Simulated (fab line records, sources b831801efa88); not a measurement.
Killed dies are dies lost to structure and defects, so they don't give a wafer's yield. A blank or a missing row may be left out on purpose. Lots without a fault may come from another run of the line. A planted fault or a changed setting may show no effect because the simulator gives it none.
Problem report in the 8D (eight disciplines) form, filled by code | flow sky130 | the parts of the form that need people (team, actions taken, sign-off) are left out

1. THE PROBLEM
VIA4_W_RS at SKY_VIA4_RS_MEAS_19 reads a mean of 0.2708 ohm/sq on 3 wafers of 2 lots; wafers without a fault read 0.2261 ohm/sq with a standard deviation of 0.0022. That is +20 standard deviations from the usual mean.
The step: measures by four-point-probe.
First seen on wafer L836.4, day 45 23:34, on film_metro-01. The record holds 30 wafers of 10 lots with a number at this step. Rule for "out", or "out of limits": more than 4 standard deviations from the usual mean. The other wafers with a number count as sound.

2. WHAT IT IS AND WHAT IT IS NOT
question                    | is                           | is not
which readings at this step | VIA4_W_RS                    | -
which lots                  | L836, L837                   | L825, L827, L828, L829, L843, L846, L847, L848
which wafers of those lots  | L836.4, L837.4, L837.6       | L836.1, L836.5, L837.3
read on which gauges        | film_metro-01, film_metro-03 | film_metro-04
when                        | from day 45 23:34            | up to then (14 sound wafers); but 13 sound wafers of L837, L843, L846, L847, L848 came after

3. SUSPECTS, AND WHAT RULES EACH OUT
Counting: a tool at a process step up to the reading stays a suspect if it ran every lot that is out. Sound lots after the first of them don't rule it out here, since some wafers of a struck lot are sound.
- the gauge at SKY_VIA4_RS_MEAS_19: ruled out. The wafers that are out were read on 2 gauges (film_metro-01, film_metro-03).
- cmp-01 at SKY_VIA2_CMP_24 (polishes, stops on SiO2, t overpolish 20 s, target thk 0 nm): kept. It ran every lot that is out, first L836 (day 39 17:56); its last sound lot up to then is L827 (day 37 12:49).
- cvd_w-01 at SKY_VIA4_CVD_18 (deposits W, target thk 505 nm, time 152.14 s): kept. It ran every lot that is out, first L836 (day 45 23:25); its last sound lot up to then is L828 (day 44 00:59). Its own readings are out on those wafers: susceptor_temp_C.
- Within cvd_w-01 at SKY_VIA4_CVD_18: the wafers that are out ran in chamber 0; their sound lot-mates ran in chamber 1.
Left after counting: cmp-01 at SKY_VIA2_CMP_24, cvd_w-01 at SKY_VIA4_CVD_18.

4. THE CAUSE (what the simulator had put in)
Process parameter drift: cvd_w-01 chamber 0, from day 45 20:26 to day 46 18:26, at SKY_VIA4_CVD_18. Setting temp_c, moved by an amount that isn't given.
Counting left 2 suspects, and this tool is among them.

5. THE CHAIN OF EFFECTS, in route order
Each row: a reading whose mean over the struck wafers that have a number lies more than 3 standard deviations from the usual. Only readings for which the record gives a usual standard deviation are gone through. hours: the time from each lot's start at the first step in this table that gives one to its start at this step, as a median over the lots. sigmas: the change in usual standard deviations.
hours | step                 | reading            | usual         | on struck wafers | change  | sigmas
0     | SKY_VIA4_CVD_18      | susceptor_temp_C   | 399.99 C      | 390.40           | -9.59   | -50
0     | SKY_VIA4_RS_MEAS_19  | VIA4_W_RS          | 0.2261 ohm/sq | 0.2708           | +0.0447 | +20
0     | SKY_VIA4_THK_MEAS_20 | VIA4_W_THK         | 496 nm        | 416              | -80     | -15
0     | SKY_VIA4_CMP_21      | time_to_endpoint_s | 122 s         | 102              | -20     | -4.1
The process steps in it:
- SKY_VIA4_CVD_18: deposits W, target thk 505 nm, time 152.14 s.
- SKY_VIA4_CMP_21: polishes, stops on SiO2, t overpolish 25 s, target thk 0 nm.
Later measuring or inspecting steps at which every struck wafer that the step has a row for has a number for every such reading, and none has moved that far: SKY_PAD_OPEN_BOW_MEAS_13.

6. WHAT WOULD HAVE CAUGHT IT SOONER
In this record the first reading out of limits at a measuring or inspecting step was taken at day 45 23:34, 3 hours after the fault began at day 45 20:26.
The tool's own readings at SKY_VIA4_CVD_18 were out on every struck wafer that the step has a row for (susceptor_temp_C): an alarm limit on them would have fired on the first of those.
Of the lots that are out (2), L837 began SKY_VIA4_CVD_18 on cvd_w-01 after day 45 23:34. A hold on the tool at that time would have spared it.
